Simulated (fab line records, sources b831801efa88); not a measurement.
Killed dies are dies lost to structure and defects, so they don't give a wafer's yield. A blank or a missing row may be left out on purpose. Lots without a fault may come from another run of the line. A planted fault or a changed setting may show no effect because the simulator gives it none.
Split-lot experiment | flow sfq_line | 5 lots, 23 wafers read, on a route of 325 steps

THE SPLIT
At SFQ_TRILAYER_M2_LITHO_COAT_062 (resist thk 62 nm), the setting spin_rpm was moved away from the recipe's 3000 rpm on 5 of the 23 wafers read, by -4.3% to -2.3%. The other wafers ran this setting at the recipe's value.

The reading is taken at the split's own step.

THE READING
BARC_of_TRILAYER_M2_LITHO_COAT_062.thk_nm (the simulator's own value, which no gauge read), in nm, at SFQ_TRILAYER_M2_LITHO_COAT_062 (resist thk 62 nm). The file gives no usual value for it. The 18 wafers here that ran the recipe average 62.02 nm, standard deviation 0.13 nm.

wafer  | tool, chamber at the split | spin_rpm as run, rpm | against the recipe | BARC_of_TRILAYER_M2_LITHO_COAT_062.thk_nm, nm | against lot-mates on the recipe
L078.1 | litho_track-04, 0          | 2871                 | -4.3%              | 63.3                                          | +1.39
L078.3 | litho_track-04, 0          | 2871                 | -4.3%              | 63.46                                         | +1.55
L078.4 | litho_track-04, 0          | 3000                 | recipe             | 61.82                                         | -
L078.5 | litho_track-04, 0          | 2871                 | -4.3%              | 62.93                                         | +1.02
L078.6 | litho_track-04, 0          | 3000                 | recipe             | 61.99                                         | -
L079.3 | litho_track-01, 0          | 3000                 | recipe             | 61.99                                         | -
L079.4 | litho_track-01, 0          | 3000                 | recipe             | 62.37                                         | -
L079.5 | litho_track-01, 0          | 3000                 | recipe             | 62.18                                         | -
L081.1 | litho_track-04, 0          | 3000                 | recipe             | 61.94                                         | -
L081.3 | litho_track-04, 0          | 3000                 | recipe             | 61.91                                         | -
L081.4 | litho_track-04, 0          | 3000                 | recipe             | 61.88                                         | -
L081.5 | litho_track-04, 0          | 3000                 | recipe             | 61.98                                         | -
L081.6 | litho_track-04, 0          | 3000                 | recipe             | 61.86                                         | -
L083.1 | litho_track-02, 0          | 3000                 | recipe             | 62.04                                         | -
L083.2 | litho_track-02, 0          | 3000                 | recipe             | 62.09                                         | -
L083.3 | litho_track-02, 0          | 3000                 | recipe             | 61.87                                         | -
L083.5 | litho_track-02, 0          | 3000                 | recipe             | 62                                            | -
L083.6 | litho_track-02, 0          | 3000                 | recipe             | 62.07                                         | -
L085.1 | litho_track-04, 0          | 3000                 | recipe             | 62.12                                         | -
L085.5 | litho_track-04, 0          | 3000                 | recipe             | 62.12                                         | -
L085.3 | litho_track-04, 0          | 2931                 | -2.3%              | 62.7                                          | +0.60
L085.4 | litho_track-04, 0          | 2931                 | -2.3%              | 62.85                                         | +0.75
L085.6 | litho_track-04, 0          | 3000                 | recipe             | 62.06                                         | -

THE FIT
A straight line over all 23 wafers: BARC_of_TRILAYER_M2_LITHO_COAT_062.thk_nm changes by -0.289 nm for each +1% of spin_rpm; r = -0.95; the points scatter about the line by 0.15 nm.
The same after taking each lot's own level away (the mean of its wafers on the recipe; 23 wafers): -0.306 nm for each +1%; r = -0.97; scatter 0.12 nm.
On that fit, the largest move of spin_rpm shifts the reading by 1.3 nm.
The lots' own levels span 61.905 to 62.180 nm, that is 2.1 times the standard deviation above.
So the lot-to-lot level changes the slope little: the two slopes agree.
Check: with one of the wafers moved furthest among these (-4.3%) left out of the fit, the line predicts +1.28 nm for it against its lot-mates. It came out at +1.39 nm against them.

OTHER SPLITS ON THESE WAFERS
These wafers also went through other splits before the reading. Each is held against what the fit with the lots' levels taken away leaves over:
other split on the same wafers                    | wafers away from the commonest value | r with BARC_of_TRILAYER_M2_LITHO_COAT_062.thk_nm (lot level and that fit taken away)
SFQ_TRILAYER_I1_VIA_LITHO_EXPOSE_050 dose_mj      | 8                                    | +0.25
SFQ_TRILAYER_I1_VIA_BARC_OPEN_VIA_ETCH_071 bias_w | 7                                    | -0.07

THE FILE'S OWN FIT
BARC_of_TRILAYER_M2_LITHO_COAT_062.thk_nm changes by -0.305 nm for each +1% of spin_rpm, r = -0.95.
